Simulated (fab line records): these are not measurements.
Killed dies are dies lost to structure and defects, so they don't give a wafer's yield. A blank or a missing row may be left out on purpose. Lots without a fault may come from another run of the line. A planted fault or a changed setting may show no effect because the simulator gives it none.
Which tool was responsible? ; flow sfq-line ; 14 lots (42 wafers sampled), 1 step of a 325-step route

## WHAT EACH GAUGE READ, for each wafer
No reading from a measuring or inspecting step in the record can be judged against a usual standard deviation.

## TOOL THAT RAN EACH LOT (tool first, then ch and the chambers of the sampled wafers, then the start)
lot;SFQ_TRILAYER_I6_VIA_BARC_OPEN_VIA_ETCH_235
L595;rie-diel-03 ch 1,3, day 76 11:47
L596;rie-diel-02 ch 0,1, day 76 17:47
L597;rie-diel-04 ch 0,1,3, day 76 21:23
L598;rie-diel-03 ch 1,2,3, day 77 00:59
L599;rie-diel-03 ch 1,2,3, day 78 23:55
L601;rie-diel-03 ch 1,2, day 79 07:05
L605;rie-diel-02 ch 0,2,3, day 79 15:17
L607;rie-diel-03 ch 0,1,3, day 79 18:26
L608;rie-diel-02 ch 0,2,3, day 79 19:38
L612;rie-diel-04 ch 0,1,2, day 80 02:50
L613;rie-diel-02 ch 1,2,3, day 82 23:33
L614;rie-diel-02 ch 0,2,3, day 83 03:09
L616;rie-diel-03 ch 0,2,3, day 83 14:22
L617;rie-diel-02 ch 0,1,3, day 83 19:10
- SFQ_TRILAYER_I6_VIA_BARC_OPEN_VIA_ETCH_235: etches BARC in O2, target depth 125 nm, time 41.7 s.

## WHAT THE TOOLS THEMSELVES READ (means of the sampled wafers that have a number; where no wafer has one, the mark that the record gives instead)
SFQ_TRILAYER_I6_VIA_BARC_OPEN_VIA_ETCH_235. Usual: drypump-motor-current-A 5.8 A, standard deviation 0.42; oes-product-au 0.686 a.u., standard deviation 0.0048; run-length-s 70.2 s, standard deviation 0.42.
lot;tool;drypump-motor-current-A (A);oes-product-au (a.u.);run-length-s (s);flag
L595;rie-diel-03;5.2;0.685;70.4;
L596;rie-diel-02;6.1;0.688;69.9;
L597;rie-diel-04;5.9;0.688;70.1;
L598;rie-diel-03;5.6;0.686;70.4;
L599;rie-diel-03;5.6;0.687;70.5;
L601;rie-diel-03;6.1;0.684;70.0;
L605;rie-diel-02;6.0;0.704;68.5;OFF
L607;rie-diel-03;5.4;0.687;70.6;
L608;rie-diel-02;6.0;0.698;68.9;OFF
L612;rie-diel-04;5.6;0.682;70.1;
L613;rie-diel-02;5.8;0.687;70.0;
L614;rie-diel-02;6.0;0.686;70.1;
L616;rie-diel-03;5.6;0.682;70.3;
L617;rie-diel-02;6.1;0.684;70.0;

## THE ANSWER, worked out from the rows above alone
Rule: a lot counts as off when the mean over its wafers that have a number is more than 3 standard deviations away from the usual mean. A lot without any number at a reading at which 4 lots or more have one is off too. Where the step has rows for the other lots, those lots are counted as sound. After the gauges, taken in route order, come the tools' own readings; for these a lot's mean is taken, as printed above. At the first step where some lot is off, the reading lying furthest off is the one used; lots without a number count as furthest.
Off: L605, L608 (SFQ_TRILAYER_I6_VIA_BARC_OPEN_VIA_ETCH_235, run-length-s).
A tool fits if, at that step or a process step before it, it ran every lot that is off, and no sound lot after the first of them. Of those tried, none fits.

## WHAT HAD BEEN PUT IN BY THE SIMULATOR
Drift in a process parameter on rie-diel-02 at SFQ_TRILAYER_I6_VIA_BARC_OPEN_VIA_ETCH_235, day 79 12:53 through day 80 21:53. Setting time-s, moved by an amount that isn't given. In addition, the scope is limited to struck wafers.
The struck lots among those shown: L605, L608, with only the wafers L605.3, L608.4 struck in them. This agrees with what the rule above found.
